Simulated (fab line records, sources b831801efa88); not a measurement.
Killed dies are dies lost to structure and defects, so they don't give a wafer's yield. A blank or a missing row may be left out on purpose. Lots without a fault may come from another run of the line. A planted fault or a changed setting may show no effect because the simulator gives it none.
Problem report in the 8D (eight disciplines) form, filled by code | flow gf180mcu | the parts of the form that need people (team, actions taken, sign-off) are left out

1. THE PROBLEM
cd_nm at GF_M5_CD_MEAS_07 reads a mean of 272.9 nm on 6 wafers of 2 lots; wafers without a fault read 280.4 nm with a standard deviation of 1.1. That is -6.8 standard deviations from the usual mean.
The step: target cd 280 nm.
First seen on wafer L547.1, day 31 16:36, on cd_sem-01. The record holds 39 wafers of 13 lots with a number at this step. Rule for "out", or "out of limits": more than 4 standard deviations from the usual mean. The other wafers with a number count as sound.

2. WHAT IT IS AND WHAT IT IS NOT
question                    | is                     | is not
which readings at this step | cd_nm                  | -
which lots                  | L547, L549             | L529, L530, L531, L532, L534, L536, L538, L539, L542, L548, L550
which wafers of those lots  | all that have a number | -
read on which gauges        | cd_sem-01              | cd_sem-02
when                        | from day 31 16:36      | up to then (27 sound wafers); but 6 sound wafers of L548, L550 came after

3. SUSPECTS, AND WHAT RULES EACH OUT
Counting: a tool at a process step up to the reading stays a suspect if it ran every lot that is out and no sound lot after the first of them.
- the gauge at GF_M5_CD_MEAS_07: ruled out. All the wafers that are out were read on cd_sem-01, but those of them that GF_M5_PEB_05 has rows for are out there too, on other tools.
- litho_track-03 at GF_M5_PEB_05 (peb time 90 s): kept. It ran every lot that is out, first L547 (day 31 16:15), and no sound lot after that; its last sound lot up to then is L542 (day 30 06:57). Its own readings are out on those wafers: heater_power_total_W, plate_temp_C.
Left after counting: litho_track-03 at GF_M5_PEB_05.

4. THE CAUSE (what the simulator had put in)
Process parameter drift: litho_track-03, from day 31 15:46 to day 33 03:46, at GF_M5_PEB_05. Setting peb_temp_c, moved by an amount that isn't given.
Counting left only this tool.

5. THE CHAIN OF EFFECTS, in route order
Each row: a reading whose mean over the struck wafers that have a number lies more than 3 standard deviations from the usual. Only readings for which the record gives a usual standard deviation are gone through. hours: the time from each lot's start at the first step in this table that gives one to its start at this step, as a median over the lots. sigmas: the change in usual standard deviations.
hours | step             | reading              | usual    | on struck wafers | change | sigmas
0     | GF_M5_PEB_05     | heater_power_total_W | 85.69 W  | 88.69            | +3.00  | +34
0     | GF_M5_PEB_05     | plate_temp_C         | 134.98 C | 138.66           | +3.68  | +26
0     | GF_M5_CD_MEAS_07 | cd_nm                | 280.4 nm | 272.9            | -7.5   | -6.8
The process steps in it:
- GF_M5_PEB_05: peb time 90 s.
Later measuring or inspecting steps at which every struck wafer that the step has a row for has a number for every such reading, and none has moved that far: GF_V5_CD_MEAS_14.

6. WHAT WOULD HAVE CAUGHT IT SOONER
In this record the first reading out of limits at a measuring or inspecting step was taken at day 31 16:36, 1 hour after the fault began at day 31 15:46.
The tool's own readings at GF_M5_PEB_05 were out on every struck wafer that the step has a row for (heater_power_total_W, plate_temp_C): an alarm limit on them would have fired on the first of those.
Of the lots that are out (2), L549 began GF_M5_PEB_05 on litho_track-03 after day 31 16:36. A hold on the tool at that time would have spared it.
